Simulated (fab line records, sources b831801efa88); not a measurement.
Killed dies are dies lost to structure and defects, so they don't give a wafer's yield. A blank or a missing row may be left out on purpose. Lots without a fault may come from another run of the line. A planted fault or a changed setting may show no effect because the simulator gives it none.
Which tool did it? | flow gf180mcu | 12 lots, 36 wafers sampled, at 2 steps of a route of 602

WHAT THE GAUGES READ, wafer by wafer
GF_VT_IMPLANT_OVL_MEAS_07.
lot  | measured     | on         | VT_IMPLANT_OVL (nm)
L075 | day 6 01:35  | overlay-02 | -2.7 -2.8 -1.3
L077 | day 6 15:08  | overlay-02 | 1.5 0.0 2.2
L079 | day 6 22:11  | overlay-01 | 1.0 0.7 -0.4
L081 | day 7 13:53  | overlay-01 | 1.3 0.9 0.3
L083 | day 7 23:23  | overlay-01 | -0.6 -0.4 -0.6
L085 | day 8 14:00  | overlay-01 | -0.7 -0.8 -0.2
L087 | day 9 01:46  | overlay-01 | -1.2 1.1 0.6
L089 | day 9 15:47  | overlay-01 | -0.1 -0.1 -0.8
L091 | day 10 03:14 | overlay-02 | -0.5 -1.6 -1.5
L093 | day 10 13:51 | overlay-01 | -0.6 -0.3 -1.1
L095 | day 11 02:22 | overlay-02 | -0.7 0.1 -1.2
L097 | day 11 13:49 | overlay-01 | 1.7 2.1 1.8

WHICH TOOL RAN EACH LOT (tool, then ch and the chambers of the sampled wafers, then the start)
lot  | GF_DNWELL_STRIP_08
L075 | plasma_asher-04 ch 0,1, day 3 02:54
L077 | plasma_asher-04 ch 0,1, day 3 14:44
L079 | plasma_asher-04 ch 0,1, day 3 21:08
L081 | plasma_asher-01 ch 0,1, day 4 09:53
L083 | plasma_asher-01 ch 0,1, day 4 18:11
L085 | plasma_asher-01 ch 0,1, day 5 06:53
L087 | plasma_asher-01 ch 0,1, day 5 16:11
L089 | plasma_asher-01 ch 0,1, day 6 03:35
L091 | plasma_asher-01 ch 0,1, day 6 14:25
L093 | plasma_asher-04 ch 0,1, day 6 23:26
L095 | plasma_asher-01 ch 0,1, day 7 10:08
L097 | plasma_asher-03 ch 0,1, day 7 20:23
- GF_DNWELL_STRIP_08: strips in O2/N2.

THE ANSWER, worked out from the rows above alone
Rule: what is usual is taken from the lots themselves. Put in order of their means at a reading, lots are off if they are a third of the lots or fewer, leave a main group of 4 or more, and stand apart from it by a gap of 3 or more times the standard deviation of the main group's means; of several such gaps the widest counts. A main group whose means are all the same, to the digits that the tables above print for the reading, isn't used. A lot without any number at a reading at which 4 lots or more have one is off too. The other lots that the step has rows for count as sound.
No lot is off at any reading shown: from this, nothing can be told.

WHAT THE SIMULATOR HAD PUT IN
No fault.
